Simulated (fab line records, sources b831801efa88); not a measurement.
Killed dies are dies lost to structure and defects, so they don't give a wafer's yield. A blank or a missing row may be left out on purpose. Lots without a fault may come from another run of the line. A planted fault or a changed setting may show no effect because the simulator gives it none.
Which tool did it? | flow gf180mcu | 12 lots, 36 wafers sampled, at 4 steps of a route of 602

WHAT THE GAUGES READ, wafer by wafer
GF_HV_LDD_TW_MEAS_11.
lot  | measured     | on            | HV_LDD_TW
L269 | day 10 16:33 | film_metro-02 | 2424 2406 2416
L270 | day 11 02:31 | film_metro-04 | 2431 2434 2417
L271 | day 11 09:15 | film_metro-02 | 2422 2411 2421
L272 | day 11 23:27 | film_metro-02 | 2425 2416 2422
L273 | day 12 09:36 | film_metro-03 | 2383 2392 2392
L274 | day 12 14:02 | film_metro-04 | 2437 2449 2455
L275 | day 12 20:43 | film_metro-04 | 2561 2562 2558
L276 | day 13 03:51 | film_metro-03 | 2503 2514 2509
L286 | day 16 04:42 | film_metro-03 | 2410 2412 2390
L287 | day 16 13:45 | film_metro-03 | 2401 2412 2407
L289 | day 17 00:26 | film_metro-02 | 2408 2416 2426
L288 | day 17 02:13 | film_metro-03 | 2417 2411 2405

GF_HV_LDD_RS_MEAS_53: measures by four-point-probe.
lot  | measured     | on            | HV_LDD_RS (ohm/sq)
L269 | day 13 01:34 | film_metro-02 | 416.9 417.5 418.6
L270 | day 13 12:11 | film_metro-03 | 417.4 417.9 418.8
L271 | day 13 20:19 | film_metro-03 | 417.8 417.7 418.5
L272 | day 14 11:45 | film_metro-02 | 417.5 417.1 417.6
L273 | day 14 22:35 | film_metro-03 | 417.4 416.7 416.9
L274 | day 15 04:22 | film_metro-02 | 418.6 418.0 418.1
L275 | day 15 12:12 | film_metro-03 | 414.8 415.0 414.3
L276 | day 15 19:35 | film_metro-04 | 414.9 415.3 416.4
L286 | day 19 03:01 | film_metro-03 | 417.8 417.2 418.1
L287 | day 19 13:42 | film_metro-02 | 419.0 417.0 418.1
L289 | day 20 00:02 | film_metro-04 | 419.3 419.3 419.3
L288 | day 20 03:17 | film_metro-04 | 417.5 417.8 417.5

GF_V2_CD_MEAS_14: target cd 260 nm.
lot  | measured     | on        | cd_nm (nm)
L269 | day 21 01:44 | cd_sem-02 | 258.6 258.7 259.1
L270 | day 21 10:49 | cd_sem-01 | 261.3 261.9 261.9
L271 | day 21 21:56 | cd_sem-02 | 260.7 260.8 260.5
L272 | day 22 13:37 | cd_sem-01 | 259.3 259.6 259.4
L273 | day 23 03:11 | cd_sem-02 | 260.0 261.1 261.1
L274 | day 23 08:47 | cd_sem-01 | 261.1 260.9 261.4
L275 | day 23 17:43 | cd_sem-01 | 259.2 259.8 260.2
L276 | day 24 00:47 | cd_sem-02 | 260.0 259.9 259.9
L286 | day 27 02:47 | cd_sem-02 | 258.9 259.0 259.5
L287 | day 27 12:43 | cd_sem-02 | 259.2 259.7 259.4
L289 | day 27 19:57 | cd_sem-02 | 256.9 256.9 257.0
L288 | day 28 00:46 | cd_sem-02 | 261.4 260.3 261.3

WHICH TOOL RAN EACH LOT (tool, then ch and the chambers of the sampled wafers, then the start)
lot  | GF_HV_LDD_IMPLANT_09
L269 | implanter-03 ch 0, day 10 16:18
L270 | implanter-02 ch 0, day 11 02:17
L271 | implanter-02 ch 0, day 11 09:00
L272 | implanter-02 ch 0, day 11 23:13
L273 | implanter-02 ch 0, day 12 09:21
L274 | implanter-04 ch 0, day 12 13:47
L275 | implanter-02 ch 0, day 12 20:28
L276 | implanter-02 ch 0, day 13 03:36
L286 | implanter-02 ch 0, day 16 04:27
L287 | implanter-02 ch 0, day 16 13:31
L289 | implanter-02 ch 0, day 17 00:13
L288 | implanter-04 ch 0, day 17 01:59
- GF_HV_LDD_IMPLANT_09

WHAT THE TOOLS THEMSELVES READ (means of the sampled wafers that have a number; where no wafer has one, the mark that the record gives instead)
GF_HV_LDD_IMPLANT_09.
lot  | tool         | beam_energy_keV
L269 | implanter-03 | 40.019
L270 | implanter-02 | 40.017
L271 | implanter-02 | 40.006
L272 | implanter-02 | 39.994
L273 | implanter-02 | 40.013
L274 | implanter-04 | 39.975
L275 | implanter-02 | 46.602
L276 | implanter-02 | 46.604
L286 | implanter-02 | 40.006
L287 | implanter-02 | 40.010
L289 | implanter-02 | 39.987
L288 | implanter-04 | 40.008

THE ANSWER, worked out from the rows above alone
Rule: what is usual is taken from the lots themselves. Put in order of their means at a reading, lots are off if they are a third of the lots or fewer, leave a main group of 4 or more, and stand apart from it by a gap of 3 or more times the standard deviation of the main group's means; of several such gaps the widest counts. A main group whose means are all the same, to the digits that the tables above print for the reading, isn't used. A lot without any number at a reading at which 4 lots or more have one is off too. The other lots that the step has rows for count as sound. The gauges are gone through in route order, then the tools' own readings, and for those a lot's mean is taken as printed above. The first step at which some lot is off is used, and at that step the reading that is off furthest; a lot without a number counts as furthest.
Off: L275, L276, at GF_HV_LDD_TW_MEAS_11 (HV_LDD_TW). The main group: mean 2416, standard deviation 15.
A tool fits if, at a process step before that reading, it ran every lot that is off, and no sound lot after the first of them. The gauges at GF_HV_LDD_TW_MEAS_11 aren't tried: what is off there is off at GF_HV_LDD_IMPLANT_09 too, on other tools, and a gauge's error can't cause that. None of those tried fits.

WHAT THE SIMULATOR HAD PUT IN
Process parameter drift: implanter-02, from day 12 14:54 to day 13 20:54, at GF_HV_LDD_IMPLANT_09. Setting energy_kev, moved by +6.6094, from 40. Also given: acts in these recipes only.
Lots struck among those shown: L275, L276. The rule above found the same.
